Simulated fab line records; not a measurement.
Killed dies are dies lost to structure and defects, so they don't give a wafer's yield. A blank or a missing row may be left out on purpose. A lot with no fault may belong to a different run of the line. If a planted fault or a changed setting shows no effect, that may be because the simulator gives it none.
fab line records ; flow sky130
record: lots: 13; wafers: 39; lastDay: 50
route steps=708 shown FIELD_ISO@15 NWELL@78 VT_ADJUST_HVTP@94 VT_ADJUST_LVTN@118 PAD_OPEN@708
lots that met no fault: taken from a fault-free run of the same line
startH: the number of hours between the record's first day and the start of the first shown wafer of the lot ; waitH: how many hours have passed since the lot's step before this one ; " unchanged from the row above ; L1.1+2: a row that stands for several wafers ; - either no value or no given start ; * or withheld: withheld ; < > ~ a bound
route shown NAME@n: a module of which the file shows steps, and the number in the route of the first ; usual: average and standard deviation across the fault-free wafers ; same: alike in all rows ; chamber/n: place in a boat ; sites: per-site readings ; _std_site: standard deviation across them ; _edge_site: the outer-site mean with the inner-site mean subtracted ; radiusMm: for every site, how far away it sits from the centre of the wafer ; mask NAME#n: copy n ; behind: the most recent tool/chamber to have shaped the wafer ; hold: cause of the lot's hold/its duration in hours/its outcome ; device: whichever transistor did not switch (one of n, p or np) ; end of line: the same wafers' tests at the end of the route ; where a step has no rows: the recipe by itself ; killed: dies lost to structure and defects at the first sort, not the wafer's yield ; map: dies across one wafer; x = killed, . = not, _ = none there
set.NAME: setting as actually run; set.NAME@STEP: the setting as run at that earlier step ; model.NAME: the simulator's own value behind a step, which no gauge read
the route's steps for a sample of lots (tables are steps, rows are wafers)
services: the hour from which a tool's chamber was out of use, counted from the record's first day as startH (under 0 if before that day), plus the number of hours and why
== steps ==
step: SKY_FIELD_ISO_ETCH_14
recipe: chemistry: N2/H2; target: BARC; ionEnergyEv: 200; sourceW: 500; biasW: 100; pressureMtorr: 30; n2FlowSccm: 100; h2FlowSccm: 200; stopOn: SiO2; timeS: 45.9; targetDepthA: 600
usual: drypumpMotorCurrentA: 5.7/0.31; oesProductAu: 0.855/0.0043; throttleValvePct: 13.224/0.0084
lot.wafer;tool;chamber;startH;waitH;drypumpMotorCurrentA;oesProductAu;rfHoursCounterH;throttleValvePct
L273.1;rieDiel-04;3;34.48;0.1;5.6;0.855;42;13.237
L273.4;rieDiel-04;0;34.48;0.1;6.3;0.863;67;13.225
L273.6;rieDiel-04;1;34.48;0.1;5.4;0.855;-;13.226
L272.1;rieDiel-01;2;34.62;0.1;5.9;0.858;98;13.228
L272.3;rieDiel-01;3;34.62;0.1;5.4;0.844;99;13.225
L272.4;rieDiel-01;0;34.62;0.1;5.5;0.856;-;13.239
L274.1;rieDiel-01;3;38.73;0.1;5.4;0.863;99;13.222
L274.3;rieDiel-01;2;38.73;0.1;6.0;0.855;98;13.230
L274.6;rieDiel-01;2;38.73;0.1;6.0;0.852;-;13.209
L275.1;rieDiel-02;0;43.73;0.1;6.0;0.846;33;13.222
L275.5;rieDiel-02;1;43.73;0.1;5.4;0.857;-;13.205
L275.6;rieDiel-02;2;43.73;0.1;5.2;0.852;-;13.215
L278.2;rieDiel-01;0;61.18;0.1;5.5;0.864;63;13.232
L278.4;rieDiel-01;3;61.18;0.1;5.4;0.851;-;13.210
L278.5;rieDiel-01;2;61.18;0.1;5.9;0.848;-;13.233
L279.1;rieDiel-01;2;67.92;0.1;5.9;0.854;99;13.236
L279.3;rieDiel-01;0;67.92;0.1;5.4;0.855;63;13.220
L279.6;rieDiel-01;0;67.92;0.1;5.5;0.859;-;13.234
L285.2;rieDiel-01;1;99.77;0.1;5.8;0.854;0;13.223
L285.4;rieDiel-01;0;99.77;0.1;5.5;0.855;64;13.214
L285.6;rieDiel-01;3;99.77;0.1;5.4;0.850;-;13.224
L286.3;rieDiel-01;0;102.13;0.1;5.5;0.861;64;13.223
L286.4;rieDiel-01;3;102.13;0.1;5.4;0.851;100;13.217
L286.6;rieDiel-01;2;102.13;0.1;6.0;0.856;-;13.228
L288.3;rieDiel-04;2;115.97;0.1;5.9;0.853;2;13.238
L288.5;rieDiel-04;3;115.97;0.1;5.6;0.853;-;13.223
L288.6;rieDiel-04;0;115.97;0.1;6.3;0.858;-;13.228
L290.2;rieDiel-01;0;126.62;0.1;5.4;0.854;64;13.223
L290.3;rieDiel-01;2;126.62;0.1;6.0;0.855;100;13.230
L290.6;rieDiel-01;2;126.62;0.1;6.0;0.851;-;13.222
L291.1;rieDiel-02;1;130.84;0.1;5.4;0.852;139;13.222
L291.4;rieDiel-02;0;130.84;0.1;6.0;0.856;35;13.207
L291.5;rieDiel-02;2;130.84;0.1;5.2;0.858;-;13.229
L294.1;rieDiel-01;1;143.73;0.1;5.8;0.854;1;13.213
L294.2;rieDiel-01;0;143.73;0.1;5.5;0.857;65;13.213
L294.4;rieDiel-01;3;143.73;0.1;5.4;0.857;101;13.232
L295.1;rieDiel-02;2;158.54;0.1;5.2;0.858;102;13.206
L295.2;rieDiel-02;1;158.54;0.1;5.4;0.854;139;13.243
L295.3;rieDiel-02;3;158.54;0.1;5.7;0.847;119;13.221
step: SKY_NWELL_STRIP_25
recipe: chemistry: O2/N2; powerW: 1400; pressureMtorr: 1500; platenTempC: withheld; o2FlowSccm: 3000; n2FlowSccm: 300; overashFraction: 0.5
usual: drypumpMotorCurrentA: 5.9/0.41; oesProductAu: 0.723/0.0046; stripTimeToEndpointS: 36.91/0.099
same: overashFraction: 0.5
lot.wafer;tool;chamber;startH;waitH;drypumpMotorCurrentA;oesProductAu;rfHoursCounterH;stripTimeToEndpointS
L273.1;plasmaAsher-03;1;108.38;0.1;6.1;0.728;41;37.07
L273.4;plasmaAsher-03;1;108.38;0.1;6.1;0.732;-;37.12
L273.6;plasmaAsher-03;1;108.38;0.1;6.1;0.712;-;37.12
L272.1;plasmaAsher-04;1;108.44;0.1;6.3;0.721;27;36.92
L272.3;plasmaAsher-04;0;108.44;0.1;5.4;0.725;-;36.80
L272.4;plasmaAsher-04;1;108.44;0.1;6.3;0.722;-;36.78
L274.1;plasmaAsher-03;1;112.14;0.1;6.1;0.718;42;36.89
L274.3;plasmaAsher-03;0;112.14;0.1;5.6;0.726;-;36.88
L274.6;plasmaAsher-03;1;112.14;0.1;6.2;0.725;-;36.89
L275.1;plasmaAsher-04;1;120.53;0.1;6.3;0.719;29;37.09
L275.5;plasmaAsher-04;0;120.53;0.1;5.4;0.714;-;36.97
L275.6;plasmaAsher-04;1;120.53;0.1;6.4;0.725;-;37.01
L278.2;plasmaAsher-04;0;143.18;0.1;5.4;0.714;31;36.94
L278.4;plasmaAsher-04;0;143.18;0.1;5.4;0.717;-;37.02
L278.5;plasmaAsher-04;1;143.18;0.1;6.4;0.726;-;36.91
L279.1;plasmaAsher-04;0;147.10;0.1;5.4;0.730;31;36.88
L279.3;plasmaAsher-04;0;147.10;0.1;5.4;0.720;-;36.87
L279.6;plasmaAsher-04;0;147.10;0.1;5.4;0.719;-;36.89
L285.2;plasmaAsher-03;0;188.04;0.1;5.6;0.725;48;36.83
L285.4;plasmaAsher-03;1;188.04;0.1;6.1;0.722;-;36.80
L285.6;plasmaAsher-03;0;188.04;0.1;5.5;0.724;-;36.82
L286.3;plasmaAsher-01;0;188.42;0.1;6.7;0.727;-;36.84
L286.4;plasmaAsher-01;1;188.42;0.1;5.9;0.722;-;36.76
L286.6;plasmaAsher-01;0;188.42;0.1;6.7;0.724;-;36.80
L288.3;plasmaAsher-03;1;207.72;0.1;6.1;0.717;-;36.98
L288.5;plasmaAsher-03;1;207.72;0.1;6.1;0.728;-;37.10
L288.6;plasmaAsher-03;0;207.72;0.1;5.5;0.733;-;36.96
L290.2;plasmaAsher-04;0;215.38;0.1;5.4;0.723;38;36.94
L290.3;plasmaAsher-04;1;215.38;0.1;6.3;0.729;-;36.91
L290.6;plasmaAsher-04;0;215.38;0.1;5.4;0.723;-;36.99
L291.1;plasmaAsher-03;0;223.85;0.1;5.5;0.719;51;36.89
L291.4;plasmaAsher-03;0;223.85;0.1;5.5;0.718;-;36.78
L291.5;plasmaAsher-03;1;223.85;0.1;6.1;0.723;-;36.86
L294.1;plasmaAsher-03;1;236.09;0.1;6.1;0.719;53;36.94
L294.2;plasmaAsher-03;0;236.09;0.1;5.5;0.728;53;36.89
L294.4;plasmaAsher-03;0;236.09;0.1;5.5;0.725;-;36.87
L295.1;plasmaAsher-03;1;255.88;0.1;6.1;0.720;54;36.88
L295.2;plasmaAsher-03;0;255.88;0.1;5.6;0.718;54;36.87
L295.3;plasmaAsher-03;1;255.88;0.1;6.1;0.728;-;36.75
step: SKY_VT_ADJUST_HVTP_IMPLANT_09
recipe: species: As; energyKev: 150; doseCm2: 4.3e+12; tiltDeg: withheld
usual: beamEnergyKeV: 150.01/0.052; endStationPressureTorr: 5.07e-06/2.6e-07
same: implantIonAmu: 75
lot.wafer;tool;chamber;startH;waitH;beamEnergyKeV;endStationPressureTorr
L273.1;implanter-02;0;127.10;0.0;150.06;5.81e-06
L273.4;implanter-02;0;127.10;0.0;150.02;4.61e-06
L273.6;implanter-02;0;127.10;0.0;150.04;4.92e-06
L272.1;implanter-04;0;127.40;0.0;150.02;5.38e-06
L272.3;implanter-04;0;127.40;0.0;150.06;5.15e-06
L272.4;implanter-04;0;127.40;0.0;150.00;5.26e-06
L274.1;implanter-02;0;130.58;0.0;150.00;5e-06
L274.3;implanter-02;0;130.58;0.0;149.92;4.88e-06
L274.6;implanter-02;0;130.58;0.0;149.96;5.62e-06
L275.1;implanter-02;0;138.85;0.0;158.99;5.43e-06
L275.5;implanter-02;0;138.85;0.0;159.02;4.96e-06
L275.6;implanter-02;0;138.85;0.0;158.96;5.42e-06
L278.2;implanter-02;0;163.78;0.0;159.08;4.87e-06
L278.4;implanter-02;0;163.78;0.0;159.04;5.19e-06
L278.5;implanter-02;0;163.78;0.0;158.97;5.21e-06
L279.1;implanter-02;0;167.82;0.0;159.02;5.05e-06
L279.3;implanter-02;0;167.82;0.0;159.13;4.56e-06
L279.6;implanter-02;0;167.82;0.0;159.09;5.09e-06
L285.2;implanter-01;0;209.29;0.0;150.03;5.37e-06
L285.4;implanter-01;0;209.29;0.0;149.97;4.66e-06
L285.6;implanter-01;0;209.29;0.0;149.96;4.85e-06
L286.3;implanter-04;0;209.62;0.1;150.04;5.14e-06
L286.4;implanter-04;0;209.62;0.1;150.04;5.12e-06
L286.6;implanter-04;0;209.62;0.1;150.01;4.94e-06
L288.3;implanter-01;0;231.09;0.9;149.99;5.02e-06
L288.5;implanter-01;0;231.09;0.9;150.04;4.76e-06
L288.6;implanter-01;0;231.09;0.9;150.06;5.06e-06
L290.2;implanter-01;0;238.33;0.0;149.96;5.48e-06
L290.3;implanter-01;0;238.33;0.0;149.95;5.07e-06
L290.6;implanter-01;0;238.33;0.0;149.96;4.94e-06
L291.1;implanter-02;0;247.40;0.0;150.02;4.86e-06
L291.4;implanter-02;0;247.40;0.0;150.10;4.78e-06
L291.5;implanter-02;0;247.40;0.0;150.08;4.83e-06
L294.1;implanter-04;0;260.77;0.0;149.99;5.32e-06
L294.2;implanter-04;0;260.77;0.0;150.01;5.25e-06
L294.4;implanter-04;0;260.77;0.0;150.01;4.36e-06
L295.1;implanter-04;0;280.70;0.0;149.95;5.03e-06
L295.2;implanter-04;0;280.70;0.0;149.97;5.33e-06
L295.3;implanter-04;0;280.70;0.0;150.01;5.23e-06
step: SKY_VT_ADJUST_HVTP_TW_MEAS_11
usual: VT_ADJUST_HVTP_TW: 1358/6.5
lot.wafer;tool;chamber;startH;waitH;VT_ADJUST_HVTP_TW
L273.1;filmMetro-01;-;127.35;0.1;1358
L273.4;filmMetro-01;-;127.35;0.1;1352
L273.6;filmMetro-01;-;127.35;0.1;1345
L272.1;filmMetro-02;-;127.66;0.1;1358
L272.3;filmMetro-02;-;127.66;0.1;1355
L272.4;filmMetro-02;-;127.66;0.1;1363
L274.1;filmMetro-02;-;130.86;0.1;1362
L274.3;filmMetro-02;-;130.86;0.1;1358
L274.6;filmMetro-02;-;130.86;0.1;1365
L275.1;filmMetro-02;-;139.10;0.1;1382
L275.5;filmMetro-02;-;139.10;0.1;1385
L275.6;filmMetro-02;-;139.10;0.1;1380
L278.2;filmMetro-04;-;164.01;0.1;1380
L278.4;filmMetro-04;-;164.01;0.1;1377
L278.5;filmMetro-04;-;164.01;0.1;1377
L279.1;filmMetro-01;-;168.07;0.1;1393
L279.3;filmMetro-01;-;168.07;0.1;1388
L279.6;filmMetro-01;-;168.07;0.1;1391
L285.2;filmMetro-04;-;209.53;0.1;1356
L285.4;filmMetro-04;-;209.53;0.1;1358
L285.6;filmMetro-04;-;209.53;0.1;1351
L286.3;filmMetro-04;-;209.84;0.1;1354
L286.4;filmMetro-04;-;209.84;0.1;1353
L286.6;filmMetro-04;-;209.84;0.1;1357
L288.3;filmMetro-01;-;231.31;0.1;1356
L288.5;filmMetro-01;-;231.31;0.1;1359
L288.6;filmMetro-01;-;231.31;0.1;1364
L290.2;filmMetro-04;-;238.56;0.1;1367
L290.3;filmMetro-04;-;238.56;0.1;1362
L290.6;filmMetro-04;-;238.56;0.1;1363
L291.1;filmMetro-01;-;247.65;0.1;1354
L291.4;filmMetro-01;-;247.65;0.1;1358
L291.5;filmMetro-01;-;247.65;0.1;1349
L294.1;filmMetro-04;-;261.02;0.1;1355
L294.2;filmMetro-04;-;261.02;0.1;1357
L294.4;filmMetro-04;-;261.02;0.1;1356
L295.1;filmMetro-01;-;280.95;0.1;1360
L295.2;filmMetro-01;-;280.95;0.1;1368
L295.3;filmMetro-01;-;280.95;0.1;1362
step: SKY_VT_ADJUST_LVTN_TW_MEAS_21
usual: VT_ADJUST_LVTN_2_TW: 188.7/1.2
lot.wafer;tool;chamber;startH;waitH;VT_ADJUST_LVTN_2_TW
L273.1;filmMetro-04;-;165.13;0.1;188.6
L273.4;filmMetro-04;-;165.13;0.1;187.1
L273.6;filmMetro-04;-;165.13;0.1;187.8
L272.1;filmMetro-03;-;165.29;0.1;190.1
L272.3;filmMetro-03;-;165.29;0.1;189.5
L272.4;filmMetro-03;-;165.29;0.1;191.0
L274.1;filmMetro-01;-;170.53;0.1;189.0
L274.3;filmMetro-01;-;170.53;0.1;189.2
L274.6;filmMetro-01;-;170.53;0.1;188.8
L275.1;filmMetro-03;-;180.20;0.1;190.3
L275.5;filmMetro-03;-;180.20;0.1;189.5
L275.6;filmMetro-03;-;180.20;0.1;190.1
L278.2;filmMetro-04;-;205.34;0.1;187.3
L278.4;filmMetro-04;-;205.34;0.1;186.2
L278.5;filmMetro-04;-;205.34;0.1;187.2
L279.1;filmMetro-01;-;209.83;0.1;189.4
L279.3;filmMetro-01;-;209.83;0.1;189.5
L279.6;filmMetro-01;-;209.83;0.1;189.6
L285.2;filmMetro-04;-;255.04;0.1;188.4
L285.4;filmMetro-04;-;255.04;0.1;188.5
L285.6;filmMetro-04;-;255.04;0.1;188.2
L286.3;filmMetro-01;-;255.35;0.1;187.7
L286.4;filmMetro-01;-;255.35;0.1;186.9
L286.6;filmMetro-01;-;255.35;0.1;187.2
L288.3;filmMetro-01;-;278.75;0.1;189.1
L288.5;filmMetro-01;-;278.75;0.1;189.2
L288.6;filmMetro-01;-;278.75;0.1;189.2
L290.2;filmMetro-04;-;287.00;0.1;187.2
L290.3;filmMetro-04;-;287.00;0.1;187.9
L290.6;filmMetro-04;-;287.00;0.1;188.9
L291.1;filmMetro-01;-;296.28;0.1;189.4
L291.4;filmMetro-01;-;296.28;0.1;189.8
L291.5;filmMetro-01;-;296.28;0.1;189.7
L294.1;filmMetro-03;-;311.33;0.1;190.2
L294.2;filmMetro-03;-;311.33;0.1;190.1
L294.4;filmMetro-03;-;311.33;0.1;190.4
L295.1;filmMetro-01;-;332.78;0.1;189.0
L295.2;filmMetro-01;-;332.78;0.1;189.6
L295.3;filmMetro-01;-;332.78;0.1;189.3
step: SKY_PAD_OPEN_PROBE_99
usual: killed_at_M0_to_M3: 44/7.2; killed_at_M4_up: 3.1/1.8; killedAtContacts: 25/5.2; killedAtFrontEnd: 15/3.9; killedAtOther: 0.2/0.5; killedDies: 86/9.5; killedOpen: 47/7.3; killedShort: 40/6
same: grossDies: 492; killedAtBackSide: 0
lot.wafer;tool;chamber;startH;waitH;killed_at_M0_to_M3;killed_at_M4_up;killedAtContacts;killedAtFrontEnd;killedAtOther;killedDies;killedOpen;killedShort
L275.1;prober-02;-;1096.52;0.1;38;0;35;17;0;90;52;38
L275.5;prober-02;-;1096.72;0.2;33;3;17;20;0;73;36;37
L275.6;prober-02;-;1096.77;0.2;49;4;18;11;0;82;46;36
L285.2;prober-02;-;1157.52;0.1;35;3;30;14;1;83;41;41
L285.4;prober-02;-;1157.62;0.2;38;3;26;17;0;84;45;39
L285.6;prober-02;-;1157.72;0.2;42;5;23;17;0;87;47;40
L288.3;prober-01;-;1173.07;0.2;37;4;26;20;0;87;54;33
L288.6;prober-01;-;1173.22;0.2;57;6;26;19;0;108;59;49
killed by level:class
L275.1 CONTACT:geometricParticle:open=17 METAL2:geometricParticle:short=8 LI_CONTACT:geometricParticle:open=7 VIA1:geometricParticle:open=7 VIA2:geometricParticle:open=6 LOCAL_INTERCONNECT:geometricParticle:short=5 FIELD_ISO:geometricParticle:open=4 SPACER:geometricParticle:open=4
L275.5 VIA1:geometricParticle:open=10 LOCAL_INTERCONNECT:geometricParticle:short=5 FIELD_ISO:geometricParticle:open=5 METAL1:geometricParticle:short=5 METAL2:geometricParticle:short=4 CONTACT:geometricParticle:short=4 CONTACT:geometricParticle:open=4 VIA3:geometricParticle:open=4
L275.6 VIA1:geometricParticle:open=10 METAL2:geometricParticle:short=9 LI_CONTACT:geometricParticle:open=8 VIA3:geometricParticle:open=6 METAL1:geometricParticle:short=5 CONTACT:geometricParticle:open=5 VIA2:geometricParticle:open=5 METAL3:geometricParticle:short=4
L285.2 LI_CONTACT:geometricParticle:open=9 CONTACT:geometricParticle:open=8 VIA1:geometricParticle:open=7 FIELD_ISO:geometricParticle:short=6 CONTACT:geometricParticle:short=6 VIA3:geometricParticle:open=6 VIA2:geometricParticle:short=5 FIELD_ISO:geometricParticle:open=4
L285.4 CONTACT:geometricParticle:open=10 LI_CONTACT:geometricParticle:open=7 METAL1:geometricParticle:short=6 VIA1:geometricParticle:open=6 FIELD_ISO:geometricParticle:short=5 CONTACT:geometricParticle:short=5 VIA3:geometricParticle:open=5 VIA1:geometricParticle:short=5
L285.6 LI_CONTACT:geometricParticle:open=9 VIA1:geometricParticle:open=9 METAL2:geometricParticle:short=9 FIELD_ISO:geometricParticle:short=6 VIA3:geometricParticle:open=6 FIELD_ISO:geometricParticle:open=5 CONTACT:geometricParticle:short=5 CONTACT:geometricParticle:open=5
L288.3 CONTACT:geometricParticle:open=10 VIA2:geometricParticle:open=9 FIELD_ISO:geometricParticle:open=7 LI_CONTACT:geometricParticle:open=7 VIA1:geometricParticle:open=7 POLY_GATE:geometricParticle:open=5 VIA3:geometricParticle:open=5 LOCAL_INTERCONNECT:geometricParticle:short=4
L288.6 VIA1:geometricParticle:open=12 CONTACT:geometricParticle:open=10 VIA3:geometricParticle:open=9 METAL2:geometricParticle:short=8 LI_CONTACT:geometricParticle:open=7 METAL4:geometricParticle:short=6 POLY_GATE:geometricParticle:short=5 POLY_GATE:geometricParticle:open=5
== services ==
tool;chamber;startH;hours;kind
implanter-01;-;10.59;2.0;repair
rieDiel-01;1;15.02;22.9;repair
rieDiel-01;-;23.56;0.7;repair
implanter-04;-;33.34;3.7;repair
rieDiel-01;0;37.39;16.4;repair
implanter-02;-;40.52;3.5;repair
rieDiel-04;0;73.19;4.5;repair
rieDiel-04;2;74.52;13.5;repair
implanter-02;-;81.49;2.6;repair
plasmaAsher-01;-;108.75;9.0;pm
rieDiel-04;-;110.12;1.1;repair
implanter-01;-;128.02;3.6;repair
rieDiel-04;2;162.08;7.8;repair
plasmaAsher-03;-;167.04;19.2;repair
implanter-04;-;168.66;1.5;repair
rieDiel-02;2;174.38;5.4;repair
rieDiel-04;-;181.03;2.8;pm
implanter-02;-;189.89;3.6;repair
implanter-04;-;218.75;2.1;repair
rieDiel-01;3;223.41;8.0;repair
implanter-02;-;229.61;4.1;repair
implanter-04;-;236.57;2.7;repair
rieDiel-04;2;243.98;4.2;repair
rieDiel-04;3;267.56;5.3;repair
== key ==
firstSign: step: SKY_VT_ADJUST_HVTP_IMPLANT_09; reading: beamEnergyKeV; direction: up; sigmas: 99+; usual: *; struck: *
effect: step: SKY_VT_ADJUST_HVTP_TW_MEAS_11; reading: VT_ADJUST_HVTP_TW; direction: up; sigmas: 3.9; usual: 1358; struck: 1384
metAt SKY_VT_ADJUST_HVTP_IMPLANT_09
struckLots L275,L278,L279
rowsEnd L278.2,L278.4,L278.5
testerLeftOut L275,L279
notActingAt SKY_FIELD_ISO_ETCH_14,SKY_NWELL_STRIP_25,SKY_VT_ADJUST_LVTN_TW_MEAS_21
onsetBetween 130.58 138.85
fault: kind: processParameterDrift; tool: implanter-02; chamber: -; onsetH: 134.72; steps: SKY_VT_ADJUST_HVTP_IMPLANT_09; channel: energyKev; offset: *; shape: step; endH: 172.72; actsIn: *; stated: *
testerLeftOut: of these lots the tester's yield and bins aren't shown, on N5 and GAA mostly nor the transistor test; their killed dies are dies lost to structure and defects alone, not to doping, threshold or leakage, so they don't give the yield
rowsEnd: these wafers met a further fault down the route, and their rows from its step on are left out
